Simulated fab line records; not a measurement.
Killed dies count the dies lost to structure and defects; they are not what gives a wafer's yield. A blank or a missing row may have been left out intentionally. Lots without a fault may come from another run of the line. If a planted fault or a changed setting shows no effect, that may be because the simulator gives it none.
Problem report, 8D (eight disciplines) form, completed by code + flow gf180mcu + the parts of the form that need people (team, actions taken, sign-off) are left out

1. WHAT WENT WRONG
Mean V1_W_RS at GF_V1_RS_MEAS_24: 0.383 ohm/sq over 8 wafers in 4 lots; fault-free wafers: 0.327 ohm/sq, standard deviation 0.0039. That is +14 standard deviations from the usual mean.
The step: measures by four-point-probe.
First seen on wafer L501.1, day 23 08:58, on film metro-04. The record has a number at this step for 36 wafers belonging to 12 lots. Rule for "out" (also "out of limits"): further than 4 standard deviations from the usual mean. All remaining wafers that have a number are taken as sound.

2. WHAT IT IS, AND WHAT IT ISN'T
| question                    | is                                                             | is not                                                                          |
|-----------------------------|----------------------------------------------------------------|---------------------------------------------------------------------------------|
| which readings at this step | V1_W_RS                                                        | -                                                                               |
| which lots                  | L501, L502, L503, L504                                         | L488, L489, L492, L493, L494, L497, L499, L508                                  |
| which wafers of those lots  | L501.1, L501.6, L502.2, L502.4, L503.1, L503.3, L503.6, L504.5 | L501.2, L502.3, L504.3, L504.6                                                  |
| read on which gauges        | film metro-01, film metro-02, film metro-04                    | -                                                                               |
| when                        | from day 23 08:58                                              | up to then (22 sound wafers); but 6 sound wafers of L502, L504, L508 came after |

3. WHAT RULES OUT EACH SUSPECT
Counting: any tool at a process step up to the reading remains a suspect provided it ran every lot that is out. Sound lots after the first of them don't rule it out here, since some wafers of a struck lot are sound.
- ruled out: the gauge at GF_V1_RS_MEAS_24. The wafers that are out were read on 3 gauges (film metro-01, film metro-02, film metro-04).
- cvd w-02 at GF_V1_CVD_23 (deposits W, target thk 350 nm, time 105.05 s): kept. Ran every lot that is out, first one L501 (day 23 08:51); last sound lot up to then L499 (day 22 18:43).
- At GF_V1_CVD_23 on cvd w-02, chamber 0 took the sound wafers of the same lots and chamber 1 took the wafers that are out.
The count leaves cvd w-02 at GF_V1_CVD_23.

4. THE CAUSE (what the simulator had put in)
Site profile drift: cvd w-02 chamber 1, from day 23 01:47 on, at GF_V1_CVD_23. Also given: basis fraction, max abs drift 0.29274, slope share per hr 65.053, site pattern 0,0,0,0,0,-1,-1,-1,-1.
The count eliminated every tool but this one.

5. THE EFFECT CHAIN, in route order
Rows list readings where the struck wafers' mean (over those with a number) sits beyond 3 standard deviations from the usual. Readings are gone through only where the record gives a usual standard deviation; hours: the median, over the lots, of the time from a lot's start at the first step in this table giving one to that lot's start at this step; sigmas: the change measured in usual standard deviations.
| hours | step              | reading  | usual        | on struck wafers | change | sigmas |
|-------|-------------------|----------|--------------|------------------|--------|--------|
| 0     | GF_V1_RS_MEAS_24  | V1_W_RS  | 0.327 ohm/sq | 0.383            | +0.056 | +14    |
| 0     | GF_V1_THK_MEAS_25 | V1_W_THK | 346 nm       | 304              | -42    | -8.6   |

6. WHAT WOULD HAVE CAUGHT IT SOONER
Counted from the fault's start at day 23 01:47, it took 7 hours until the first out-of-limits reading at a measuring or inspecting step in this record, taken at day 23 08:58.
Of the tool readings at GF_V1_CVD_23 for which the record gives a usual standard deviation, none was out on any struck wafer, so an alarm limit of 4 standard deviations on them would not have fired.
Lots out: 4; of these, L502, L503, L504 started GF_V1_CVD_23 on cvd w-02 after day 23 08:58. A hold on the tool at that time would have spared those 3.
